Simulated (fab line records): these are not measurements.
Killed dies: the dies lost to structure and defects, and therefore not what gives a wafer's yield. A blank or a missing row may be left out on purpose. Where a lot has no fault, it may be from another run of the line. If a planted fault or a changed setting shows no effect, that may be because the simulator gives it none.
Which tool is to blame? ; flow gf180mcu ; Sampling: 15 lots, 45 wafers, 4 of 602 route steps

WHAT THE GAUGES READ, wafer by wafer
GF_VT_IMPLANT_TW_MEAS_43. Usual: VT_IMPLANT_4_TW 693, standard deviation 3.7.
lot;measured;on;VT_IMPLANT_4_TW;flag
L526;day 7 14:59;film_metro-01;694 698 695;
L527;day 7 20:01;film_metro-02;694 691 692;
L528;day 8 02:19;film_metro-02;695 694 692;
L530;day 8 18:36;film_metro-02;692 697 695;
L532;day 9 04:49;film_metro-01;691 696 696;
L538;day 10 18:57;film_metro-01;30 30 30;OFF
L539;day 11 06:00;film_metro-02;30 30 30;OFF
L540;day 11 10:13;film_metro-02;30 30 30;OFF
L542;day 11 23:17;film_metro-02;686 687 687;
L543;day 12 09:00;film_metro-04;695 695 695;
L544;day 12 18:07;film_metro-01;690 695 695;
L545;day 12 22:11;film_metro-04;697 693 696;
L546;day 13 05:41;film_metro-04;699 695 703;
L548;day 13 23:46;film_metro-02;694 690 691;
L549;day 14 05:17;film_metro-02;696 689 688;

GF_PSD_RS_MEAS_15: a four-point-probe measurement. Usual: PSD_RS 108.59 ohm/sq, standard deviation 0.25.
lot;measured;on;PSD_RS (ohm/sq);flag
L526;day 14 06:20;film_metro-02;108.84 108.89 108.55;
L527;day 14 15:33;film_metro-04;108.83 108.48 108.80;
L528;day 15 03:20;film_metro-02;108.81 108.44 108.62;
L530;day 16 00:23;film_metro-01;109.20 109.08 108.71;
L532;day 16 13:40;film_metro-02;108.66 108.53 108.81;
L542;day 19 20:51;film_metro-04;108.61 108.49 108.43;
L543;day 20 10:10;film_metro-04;108.26 108.31 108.72;
L544;day 20 18:09;film_metro-02;108.43 108.42 108.52;
L545;day 21 00:25;film_metro-04;108.70 108.32 108.54;
L546;day 21 08:56;film_metro-02;108.39 108.29 108.52;
L548;day 22 06:06;film_metro-04;108.01 108.45 108.03;
L549;day 22 13:40;film_metro-01;108.72 108.33 108.68;

GF_V1_RS_MEAS_24: a four-point-probe measurement. Usual: V1_W_RS 0.330 ohm/sq, standard deviation 0.0037.
lot;measured;on;V1_W_RS (ohm/sq);flag
L526;day 18 04:17;film_metro-02;0.325 0.327 0.331;
L527;day 18 14:47;film_metro-02;0.328 0.331 0.327;
L528;day 19 03:37;film_metro-02;0.338 0.331 0.338;
L530;day 20 04:07;film_metro-01;0.340 0.329 0.334;
L532;day 20 18:17;film_metro-03;0.327 0.329 0.330;
L542;day 24 00:16;film_metro-02;0.328 0.334 0.329;
L543;day 24 13:26;film_metro-02;0.331 0.326 0.332;
L544;day 24 19:30;film_metro-02;0.331 0.326 0.331;
L545;day 25 01:40;film_metro-01;0.331 0.330 0.326;
L546;day 25 09:30;film_metro-02;0.329 0.323 0.324;
L548;day 26 04:04;film_metro-03;0.329 0.327 0.330;
L549;day 26 10:47;film_metro-03;0.331 0.333 0.328;

TOOL THAT RAN EACH LOT (tool first, then ch and the chambers of the sampled wafers, then the start)
lot;GF_VT_IMPLANT_IMPLANT_41
L526;implanter-03 ch 0, day 7 14:46
L527;implanter-03 ch 0, day 7 19:46
L528;implanter-03 ch 0, day 8 02:04
L530;implanter-04 ch 0, day 8 18:22
L532;implanter-02 ch 0, day 9 04:25
L538;implanter-03, day 10 18:43
L539;implanter-03, day 11 05:46
L540;implanter-02, day 11 09:58
L542;implanter-03 ch 0, day 11 23:03
L543;implanter-02 ch 0, day 12 08:46
L544;implanter-03 ch 0, day 12 17:52
L545;implanter-04 ch 0, day 12 21:57
L546;implanter-03 ch 0, day 13 05:28
L548;implanter-04 ch 0, day 13 23:31
L549;implanter-04 ch 0, day 14 05:02
- GF_VT_IMPLANT_IMPLANT_41

WHAT THE TOOLS THEMSELVES READ (means of the sampled wafers that have a number; where no wafer has one, the mark that the record gives instead)
GF_VT_IMPLANT_IMPLANT_41. Usual: beam_energy_keV 70.003, standard deviation 0.023; beam_on_s 10.00 s, standard deviation 0.22; tilt_deg 7.001 degrees, standard deviation 0.021.
lot;tool;beam_energy_keV;beam_on_s (s);tilt_deg (degrees);flag
L526;implanter-03;70.007;10.21;7.018;
L527;implanter-03;70.010;9.93;7.023;
L528;implanter-03;70.005;9.87;6.993;
L530;implanter-04;69.984;9.93;7.002;
L532;implanter-02;69.979;10.03;6.988;
L538;implanter-03;-;-;-;OFF
L539;implanter-03;-;-;-;OFF
L540;implanter-02;-;-;-;OFF
L542;implanter-03;69.990;9.72;6.981;
L543;implanter-02;70.003;10.00;7.001;
L544;implanter-03;69.989;9.86;7.003;
L545;implanter-04;70.008;9.91;7.024;
L546;implanter-03;69.975;10.02;6.980;
L548;implanter-04;69.994;9.90;7.018;
L549;implanter-04;70.047;10.09;6.983;

THE ANSWER, worked out from the rows above alone
Rule: a lot is off if the mean of its wafers that have a number lies more than 3 standard deviations from the usual mean. Also off: a lot with no number at a reading for which 4 or more lots have one. The other lots that the step has rows for count as sound. First the gauges in route order, then the tools' own readings, where a lot's mean is used as printed above. The first step at which some lot is off is used, and at that step the reading that is off furthest; a lot without a number counts as furthest.
Off: L538, L539, L540, at GF_VT_IMPLANT_TW_MEAS_43 (VT_IMPLANT_4_TW).
If a tool, at a process step before that reading, ran all the lots that are off and no sound lot after the first of them, it fits. The gauges at GF_VT_IMPLANT_TW_MEAS_43 aren't tried: what is off there is off at GF_VT_IMPLANT_IMPLANT_41 too, on other tools, and a gauge's error can't cause that. Not one of the candidates tried fits.

WHAT THE SIMULATOR HAD INSERTED
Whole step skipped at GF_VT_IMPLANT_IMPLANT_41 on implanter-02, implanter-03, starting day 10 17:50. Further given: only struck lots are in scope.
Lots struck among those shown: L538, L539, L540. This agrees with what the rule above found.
